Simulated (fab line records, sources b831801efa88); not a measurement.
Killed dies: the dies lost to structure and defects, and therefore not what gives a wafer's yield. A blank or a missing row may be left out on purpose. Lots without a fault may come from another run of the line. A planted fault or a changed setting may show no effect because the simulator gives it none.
fab line records | flow sky130
[record] lots = 12 | wafers = 36 | last_day = 50
route steps=708 shown METAL4@602 VIA4@656 METAL5@664 PAD_OPEN@701
lots that met no fault: from a run of the same line without faults
start_h: hours from the record's opening day to when the first of the lot's shown wafers began | wait_h: hours since the lot's step before | " repeats the value in the row above | L1.1+2: one row covering several wafers at once | - no value, or no start given | * or withheld: withheld | < > ~ a bound
route shown NAME@n: names a module that has steps shown in the file, with the first one's number in the route | usual: average and standard deviation across the fault-free wafers | same: alike in all rows | chamber/n: place in a boat | sites: per-site readings | _std_site: how widely they spread, as a standard deviation | _edge_site: inner sites' mean taken away from outer sites' mean | radius_mm: for every site, how far away it sits from the centre of the wafer | mask NAME#n: copy n | behind: the last tool/chamber to shape the wafer | hold: what put the lot on hold/how long, in hours/how the hold closed | device: names the non-switching transistor (n, p or np) | end of line: the same wafers' tests at the end of the route | for a step that has no rows: nothing shown but its recipe | killed: dies that structure and defects cost at the first sort, which is not the same as the wafer's yield | map: dies across one wafer; x = killed, . = not, _ = none there
set.NAME: the setting that was run; set.NAME@STEP: the one run at that earlier step | model.NAME: the simulator's own value behind a step, which no gauge read
one table for each step of the route and one row for each wafer, over a sample of lots
services: a tool's chamber out of use, with start hour (start_h, from the record's first day; less than 0 if before it), hours out, and reason
[[steps]]
[step SKY_METAL4_SPUTTER_04]
[recipe] material = TiN | target_thk_nm = 70 | power_w = 6500 | time_s = 58.3 | chamber_pressure_pa = 0.4
[usual] throttle_valve_pct = 29.7/0.66
lot.wafer | tool           | chamber | start_h | wait_h | throttle_valve_pct
L324.2    | pvd_sputter-04 | -       | 959.76  | 0.0    | 29.6
L324.5    | "              | -       | "       | "      | 29.8
L324.6    | "              | -       | "       | "      | 30.4
L325.1    | pvd_sputter-04 | -       | 967.18  | 0.0    | 30.1
L325.3    | "              | -       | "       | "      | 30.3
L325.5    | "              | -       | "       | "      | 29.4
L326.3    | pvd_sputter-03 | -       | 983.40  | 0.0    | 29.5
L326.4    | "              | -       | "       | "      | 30.2
L326.6    | "              | -       | "       | "      | 28.8
L327.1    | pvd_sputter-04 | -       | 984.51  | 0.0    | 29.8
L327.3    | "              | -       | "       | "      | 30.4
L327.5    | "              | -       | "       | "      | 29.5
L328.1    | pvd_sputter-01 | -       | 987.02  | 0.0    | 30.7
L328.2    | "              | -       | "       | "      | 28.5
L328.6    | "              | -       | "       | "      | 30.9
L331.1    | pvd_sputter-04 | -       | 989.60  | 0.0    | 30.0
L331.2    | "              | -       | "       | "      | 30.5
L331.6    | "              | -       | "       | "      | 29.9
L332.1    | pvd_sputter-01 | -       | 1005.01 | 0.0    | 30.7
L332.2    | "              | -       | "       | "      | 28.5
L332.3    | "              | -       | "       | "      | 29.2
L333.1    | pvd_sputter-04 | -       | 1008.72 | 0.0    | 30.5
L333.2    | "              | -       | "       | "      | 29.5
L333.6    | "              | -       | "       | "      | 29.7
L334.2    | pvd_sputter-01 | -       | 1012.57 | 0.0    | 30.8
L334.3    | "              | -       | "       | "      | 29.3
L334.6    | "              | -       | "       | "      | 30.8
L335.1    | pvd_sputter-01 | -       | 1023.90 | 0.0    | 28.4
L335.5    | "              | -       | "       | "      | 28.6
L335.6    | "              | -       | "       | "      | 29.1
L337.1    | pvd_sputter-01 | -       | 1031.63 | 0.0    | 29.5
L337.3    | "              | -       | "       | "      | 30.9
L337.6    | "              | -       | "       | "      | 29.9
L343.1    | pvd_sputter-01 | -       | 1071.86 | 0.0    | 29.6
L343.4    | "              | -       | "       | "      | 28.4
L343.6    | "              | -       | "       | "      | 30.9
[step SKY_VIA4_SPUTTER_17]
[recipe] material = TiN | target_thk_nm = 20 | chamber_pressure_pa = 5 | power_w = 4000 | time_s = 80
[usual] throttle_valve_pct = 30.2/0.67
lot.wafer | tool           | chamber | start_h | wait_h | throttle_valve_pct
L324.2    | pvd_sputter-04 | -       | 1032.04 | 0.0    | 30.4
L324.5    | "              | -       | "       | "      | 30.4
L324.6    | "              | -       | "       | "      | 29.9
L325.1    | pvd_sputter-04 | -       | 1038.40 | 0.0    | 29.8
L325.3    | "              | -       | "       | "      | 29.9
L325.5    | "              | -       | "       | "      | 29.8
L326.3    | pvd_sputter-02 | -       | 1054.44 | 0.0    | 30.6
L326.4    | "              | -       | "       | "      | 29.8
L326.6    | "              | -       | "       | "      | 31.7
L327.1    | pvd_sputter-01 | -       | 1054.78 | 0.0    | 30.9
L327.3    | "              | -       | "       | "      | 30.0
L327.5    | "              | -       | "       | "      | 29.9
L328.1    | pvd_sputter-01 | -       | 1057.79 | 0.0    | 29.8
L328.2    | "              | -       | "       | "      | 29.5
L328.6    | "              | -       | "       | "      | 29.8
L331.1    | pvd_sputter-04 | -       | 1059.63 | 0.0    | 30.6
L331.2    | "              | -       | "       | "      | 29.9
L331.6    | "              | -       | "       | "      | 29.2
L332.1    | pvd_sputter-04 | -       | 1074.00 | 0.0    | 30.1
L332.2    | "              | -       | "       | "      | 30.4
L332.3    | "              | -       | "       | "      | 29.9
L333.1    | pvd_sputter-04 | -       | 1077.00 | 0.0    | 29.9
L333.2    | "              | -       | "       | "      | 29.5
L333.6    | "              | -       | "       | "      | 29.6
L334.2    | pvd_sputter-02 | -       | 1080.84 | 0.0    | 30.2
L334.3    | "              | -       | "       | "      | 29.6
L334.6    | "              | -       | "       | "      | 30.3
L335.1    | pvd_sputter-04 | -       | 1090.27 | 0.0    | 30.1
L335.5    | "              | -       | "       | "      | 29.8
L335.6    | "              | -       | "       | "      | 30.6
L337.1    | pvd_sputter-02 | -       | 1099.20 | 0.0    | 31.3
L337.3    | "              | -       | "       | "      | 30.4
L337.6    | "              | -       | "       | "      | 30.2
L343.1    | pvd_sputter-04 | -       | 1135.34 | 0.0    | 30.0
L343.4    | "              | -       | "       | "      | 30.5
L343.6    | "              | -       | "       | "      | 30.0
[step SKY_METAL5_SPUTTER_03]
[recipe] material = Ti | target_thk_nm = 5 | power_w = 2965 | time_s = 3.3 | chamber_pressure_pa = 0.4
[usual] throttle_valve_pct = 29.7/0.92
lot.wafer | tool           | chamber | start_h | wait_h | throttle_valve_pct
L324.2    | pvd_sputter-02 | -       | 1032.83 | 0.0    | 30.0
L324.5    | "              | -       | "       | "      | 30.3
L324.6    | "              | -       | "       | "      | 30.3
L325.1    | pvd_sputter-02 | -       | 1039.19 | 0.0    | 31.4
L325.3    | "              | -       | "       | "      | 30.1
L325.5    | "              | -       | "       | "      | 31.6
L326.3    | pvd_sputter-01 | -       | 1055.35 | 0.0    | 29.8
L326.4    | "              | -       | "       | "      | 28.6
L326.6    | "              | -       | "       | "      | 29.8
L327.1    | pvd_sputter-03 | -       | 1055.65 | 0.0    | 30.2
L327.3    | "              | -       | "       | "      | 28.1
L327.5    | "              | -       | "       | "      | 29.9
L328.1    | pvd_sputter-03 | -       | 1058.59 | 0.0    | 28.5
L328.2    | "              | -       | "       | "      | 28.7
L328.6    | "              | -       | "       | "      | 29.4
L331.1    | pvd_sputter-02 | -       | 1060.42 | 0.0    | 30.4
L331.2    | "              | -       | "       | "      | 30.7
L331.6    | "              | -       | "       | "      | 30.1
L332.1    | pvd_sputter-01 | -       | 1074.79 | 0.0    | 30.7
L332.2    | "              | -       | "       | "      | 29.9
L332.3    | "              | -       | "       | "      | 29.4
L333.1    | pvd_sputter-01 | -       | 1077.89 | 0.0    | 29.8
L333.2    | "              | -       | "       | "      | 30.6
L333.6    | "              | -       | "       | "      | 30.8
L334.2    | pvd_sputter-01 | -       | 1081.63 | 0.0    | 29.4
L334.3    | "              | -       | "       | "      | 29.8
L334.6    | "              | -       | "       | "      | 28.4
L335.1    | pvd_sputter-03 | -       | 1091.06 | 0.0    | 30.2
L335.5    | "              | -       | "       | "      | 30.1
L335.6    | "              | -       | "       | "      | 29.2
L337.1    | pvd_sputter-02 | -       | 1099.99 | 0.0    | 30.6
L337.3    | "              | -       | "       | "      | 30.5
L337.6    | "              | -       | "       | "      | 29.7
L343.1    | pvd_sputter-03 | -       | 1136.13 | 0.0    | 29.5
L343.4    | "              | -       | "       | "      | 29.0
L343.6    | "              | -       | "       | "      | 29.9
[step SKY_PAD_OPEN_ETCH_07]
[recipe] chemistry = CF4/O2 | target_depth_nm = 725 | stop_on = AlCu | source_w = 800 | bias_w = 150 | pressure_mtorr = 150 | cf4_flow_sccm = 80 | O2_flow_sccm = 10 | time_s = 161.1
[usual] drypump_motor_current_A = 5.7/0.4 | oes_product_au = 0.977/0.0069 | throttle_valve_pct = 5.964/0.0089
lot.wafer | tool        | chamber | start_h | wait_h | drypump_motor_current_A | oes_product_au | rf_hours_counter_h | throttle_valve_pct
L324.2    | rie_diel-04 | 1       | 1097.73 | -      | 5.5                     | 0.976          | 24                 | 5.962
L324.5    | "           | 0       | "       | "      | 5.3                     | 0.972          | -                  | 5.973
L324.6    | "           | 3       | "       | "      | 5.3                     | 0.981          | -                  | 5.985
L325.1    | rie_diel-02 | 0       | 1102.50 | -      | 6.2                     | 0.966          | 14                 | 5.945
L325.3    | "           | 1       | "       | "      | 6.3                     | 0.977          | 18                 | 5.956
L325.5    | "           | 2       | "       | "      | 5.6                     | 0.980          | -                  | 5.952
L326.3    | rie_diel-04 | 2       | 1118.74 | -      | 5.3                     | 0.976          | 12                 | 5.972
L326.4    | "           | 0       | "       | "      | 5.3                     | 0.977          | 4                  | 5.957
L326.6    | "           | 3       | "       | "      | 5.3                     | 0.988          | -                  | 5.963
L327.1    | rie_diel-01 | 1       | 1119.38 | -      | 5.8                     | 0.966          | 19                 | 5.980
L327.3    | "           | 2       | "       | "      | 5.7                     | 0.978          | 14                 | 5.970
L327.5    | "           | 1       | "       | "      | 5.8                     | 0.966          | -                  | 5.946
L328.1    | rie_diel-04 | 1       | 1121.15 | -      | 5.5                     | 0.985          | 25                 | 5.974
L328.2    | "           | 2       | "       | "      | 5.3                     | 0.982          | 12                 | 5.950
L328.6    | "           | 0       | "       | "      | 5.3                     | 0.983          | -                  | 5.976
L331.1    | rie_diel-02 | 3       | 1123.25 | -      | 6.1                     | 0.971          | 10                 | 5.978
L331.2    | "           | 1       | "       | "      | 6.3                     | 0.969          | 19                 | 5.972
L331.6    | "           | 3       | "       | "      | 6.1                     | 0.971          | -                  | 5.962
L332.1    | rie_diel-02 | 1       | 1136.84 | -      | 6.3                     | 0.971          | 20                 | 5.963
L332.2    | "           | 0       | "       | "      | 6.2                     | 0.965          | 15                 | 5.961
L332.3    | "           | 3       | "       | "      | 6.1                     | 0.973          | 11                 | 5.955
L333.1    | rie_diel-02 | 0       | 1139.15 | -      | 6.2                     | 0.976          | 16                 | 5.957
L333.2    | "           | 1       | "       | "      | 6.3                     | 0.975          | 20                 | 5.956
L333.6    | "           | 3       | "       | "      | 6.1                     | 0.972          | -                  | 5.961
L334.2    | rie_diel-02 | 3       | 1142.63 | -      | 6.1                     | 0.987          | 11                 | 5.972
L334.3    | "           | 0       | "       | "      | 6.1                     | 0.981          | 16                 | 5.965
L334.6    | "           | 3       | "       | "      | 6.1                     | 0.994          | -                  | 5.974
L335.1    | rie_diel-01 | 1       | 1150.75 | -      | 5.8                     | 0.973          | 20                 | 5.959
L335.5    | "           | 1       | "       | "      | 5.8                     | 0.978          | -                  | 5.978
L335.6    | "           | 2       | "       | "      | 5.7                     | 0.990          | -                  | 5.968
L337.1    | rie_diel-01 | 0       | 1158.65 | -      | 4.9                     | 0.967          | 7                  | 5.959
L337.3    | "           | 3       | "       | "      | 6.1                     | 0.971          | 18                 | 5.967
L337.6    | "           | 3       | "       | "      | 6.1                     | 0.980          | -                  | 5.956
L343.1    | rie_diel-01 | 1       | 1187.08 | -      | 5.8                     | 0.974          | 21                 | 5.954
L343.4    | "           | 0       | "       | "      | 4.9                     | 0.980          | 9                  | 5.968
L343.6    | "           | 0       | "       | "      | 5.0                     | 0.965          | -                  | 5.961
[step SKY_PAD_OPEN_PROBE_99]
[usual] defect_limited_yield = 82.3/2.1 | killed_at_M0_to_M3 = 43/7.4 | killed_at_M4_up = 3.1/1.8 | killed_at_contacts = 26/5.6 | killed_at_front_end = 15/4.9 | killed_at_other = 0.2/0.44 | killed_dies = 87/10 | killed_open = 48/7.6 | killed_short = 39/6.2 | sort_bin_3_pad_short = 0.9/0.43 | sort_bin_5_function = 10.5/1.5 | sort_bin_6_memory = 6.3/1.2 | sort_n_pass = 405/10 | sort_yield_pct = 82.3/2.1
[same] gross_dies = 492 | killed_at_back_side = 0 | sort_bin_4_leakage[%] = 0 | sort_bin_8_speed[%] = 0
lot.wafer | tool      | chamber | start_h | wait_h | defect_limited_yield[%] | killed_at_M0_to_M3 | killed_at_M4_up | killed_at_contacts | killed_at_front_end | killed_at_other | killed_dies | killed_open | killed_short | sort_bin_3_pad_short[%] | sort_bin_5_function[%] | sort_bin_6_memory[%] | sort_n_pass | sort_yield_pct[%]
L332.1    | prober-01 | -       | 1139.16 | 0.1    | 84.1                    | 40                 | 6               | 16                 | 16                  | 0               | 78          | 37          | 41           | 0                       | 9.8                    | 6.1                  | 414         | 84.1
L332.2    | prober-01 | -       | 1139.21 | 0.1    | 83.5                    | 43                 | 2               | 19                 | 16                  | 1               | 81          | 32          | 47           | 0.8                     | 11.0                   | 4.7                  | 411         | 83.5
L332.3    | prober-01 | -       | 1139.26 | 0.2    | 83.9                    | 40                 | 0               | 24                 | 15                  | 0               | 79          | 39          | 39           | 1.0                     | 9.8                    | 5.3                  | 413         | 83.9
L333.1    | prober-02 | -       | 1141.47 | 0.1    | 81.7                    | 48                 | 3               | 26                 | 13                  | 0               | 90          | 56          | 33           | 0.6                     | 11.8                   | 5.9                  | 402         | 81.7
L333.2    | prober-02 | -       | 1141.52 | 0.1    | 80.3                    | 45                 | 3               | 37                 | 12                  | 0               | 97          | 58          | 38           | 1.0                     | 13.0                   | 5.7                  | 395         | 80.3
L333.6    | prober-02 | -       | 1141.72 | 0.2    | 79.7                    | 57                 | 2               | 26                 | 15                  | 0               | 100         | 62          | 36           | 1.0                     | 10.4                   | 8.9                  | 392         | 79.7
L343.1    | prober-01 | -       | 1189.44 | 0.1    | 87.0                    | 33                 | 4               | 19                 | 8                   | 0               | 64          | 35          | 29           | 0.6                     | 7.9                    | 4.5                  | 428         | 87.0
L343.4    | prober-01 | -       | 1189.59 | 0.2    | 74.2                    | 40                 | 52              | 23                 | 12                  | 0               | 127         | 44          | 35           | 2.4                     | 16.3                   | 7.1                  | 365         | 74.2
L343.6    | prober-01 | -       | 1189.69 | 0.2    | 80.9                    | 45                 | 2               | 40                 | 7                   | 0               | 94          | 53          | 41           | 0.4                     | 12.0                   | 6.7                  | 398         | 80.9
// killed by level:class
L332.1 LI_CONTACT:geometric_particle:open=8 METAL1:geometric_particle:short=7 VIA1:geometric_particle:short=7 POLY_GATE:geometric_particle:open=5 VIA1:geometric_particle:open=5 METAL2:geometric_particle:short=5 METAL4:geometric_particle:short=5 FIELD_ISO:geometric_particle:open=4
L332.2 METAL1:geometric_particle:short=10 VIA1:geometric_particle:open=7 LOCAL_INTERCONNECT:geometric_particle:short=6 POLY_GATE:geometric_particle:short=5 LI_CONTACT:geometric_particle:open=5 METAL2:geometric_particle:short=5 FIELD_ISO:geometric_particle:short=4 CONTACT:geometric_particle:open=4
L332.3 VIA3:geometric_particle:open=9 LI_CONTACT:geometric_particle:open=9 METAL2:geometric_particle:short=7 FIELD_ISO:geometric_particle:short=6 VIA2:geometric_particle:open=6 CONTACT:geometric_particle:short=4 CONTACT:geometric_particle:open=4 METAL1:geometric_particle:short=4
L333.1 VIA1:geometric_particle:open=17 LI_CONTACT:geometric_particle:open=14 VIA3:geometric_particle:open=7 POLY_GATE:geometric_particle:open=5 METAL2:geometric_particle:short=5 VIA2:geometric_particle:short=5 VIA2:geometric_particle:open=4 LOCAL_INTERCONNECT:geometric_particle:short=3
L333.2 CONTACT:geometric_particle:open=13 VIA1:geometric_particle:open=11 LI_CONTACT:geometric_particle:open=8 VIA3:geometric_particle:open=8 LOCAL_INTERCONNECT:geometric_particle:short=6 VIA2:geometric_particle:open=6 CONTACT:geometric_particle:short=6 POLY_GATE:geometric_particle:short=5
L333.6 VIA1:geometric_particle:open=14 CONTACT:geometric_particle:open=10 VIA3:geometric_particle:open=9 VIA2:geometric_particle:open=8 FIELD_ISO:geometric_particle:open=5 LI_CONTACT:geometric_particle:open=5 METAL1:geometric_particle:short=5 METAL2:geometric_particle:short=5
L343.1 LI_CONTACT:geometric_particle:open=10 VIA3:geometric_particle:open=7 VIA1:geometric_particle:short=6 CONTACT:geometric_particle:open=5 VIA1:geometric_particle:open=5 METAL2:geometric_particle:short=5 VIA2:geometric_particle:open=4 METAL4:geometric_particle:short=4
L343.4 METAL4:unspecified=48 CONTACT:geometric_particle:open=8 VIA1:geometric_particle:open=8 LI_CONTACT:geometric_particle:open=7 VIA3:geometric_particle:open=7 METAL2:geometric_particle:short=6 METAL1:geometric_particle:short=5 VIA2:geometric_particle:open=5
L343.6 LI_CONTACT:geometric_particle:open=12 CONTACT:geometric_particle:open=11 VIA3:geometric_particle:open=8 VIA1:geometric_particle:open=7 CONTACT:geometric_particle:short=7 METAL2:geometric_particle:short=7 LOCAL_INTERCONNECT:geometric_particle:short=5 VIA2:geometric_particle:open=5
[[services]]
tool           | chamber | start_h | hours | kind
rie_diel-02    | -       | 945.87  | 1.1   | repair
rie_diel-01    | 2       | 952.34  | 8.8   | repair
rie_diel-02    | -       | 955.39  | 14.6  | pm
pvd_sputter-03 | -       | 966.55  | 3.4   | repair
rie_diel-01    | 1       | 983.92  | 4.2   | repair
rie_diel-02    | 1       | 1001.27 | 4.6   | repair
rie_diel-01    | -       | 1001.54 | 0.6   | repair
pvd_sputter-02 | -       | 1005.81 | 5.8   | repair
rie_diel-01    | 0       | 1012.29 | 3.8   | repair
pvd_sputter-04 | -       | 1020.83 | 1.3   | repair
pvd_sputter-04 | 1       | 1023.38 | -     | consumable_replace:kit
rie_diel-04    | 2       | 1037.67 | 2.8   | repair
rie_diel-02    | 2       | 1054.59 | 3.9   | repair
rie_diel-04    | 2       | 1063.72 | 3.4   | repair
rie_diel-04    | 3       | 1071.97 | 25.6  | repair
rie_diel-01    | 0       | 1096.20 | 10.7  | repair
rie_diel-04    | 0       | 1102.72 | 2.7   | repair
rie_diel-02    | 2       | 1133.21 | 9.5   | repair
rie_diel-04    | 1       | 1140.00 | 11.6  | repair
pvd_sputter-03 | -       | 1142.79 | 3.9   | repair
rie_diel-04    | 2       | 1148.72 | 6.2   | repair
rie_diel-01    | 3       | 1168.08 | 9.5   | repair
pvd_sputter-02 | -       | 1179.92 | 4.5   | repair
rie_diel-02    | 0       | 1187.03 | 5.3   | repair
[[key]]
[first_sign] step = SKY_PAD_OPEN_PROBE_99 | reading = killed_at_M4_up | direction = up | sigmas = 27 | usual = 3.1 | struck = 52
[effect] step = SKY_PAD_OPEN_PROBE_99 | reading = defect_limited_yield | direction = down | sigmas = 3.9 | usual = 82.3 | struck = 74.2
met_at SKY_METAL4_SPUTTER_04
struck_lots L343
struck_wafers L343.4
not_acting_at SKY_VIA4_SPUTTER_17,SKY_METAL5_SPUTTER_03,SKY_PAD_OPEN_ETCH_07
onset_between 1023.90 1071.86
[fault] kind = chamber_particle_source | tool = pvd_sputter-01 | chamber = - | onset_h = 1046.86 | steps = SKY_METAL4_SPUTTER_04 | rate_per_visit_cm2 = 0.70467 | end_h = 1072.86 | scope = struck_wafers_only
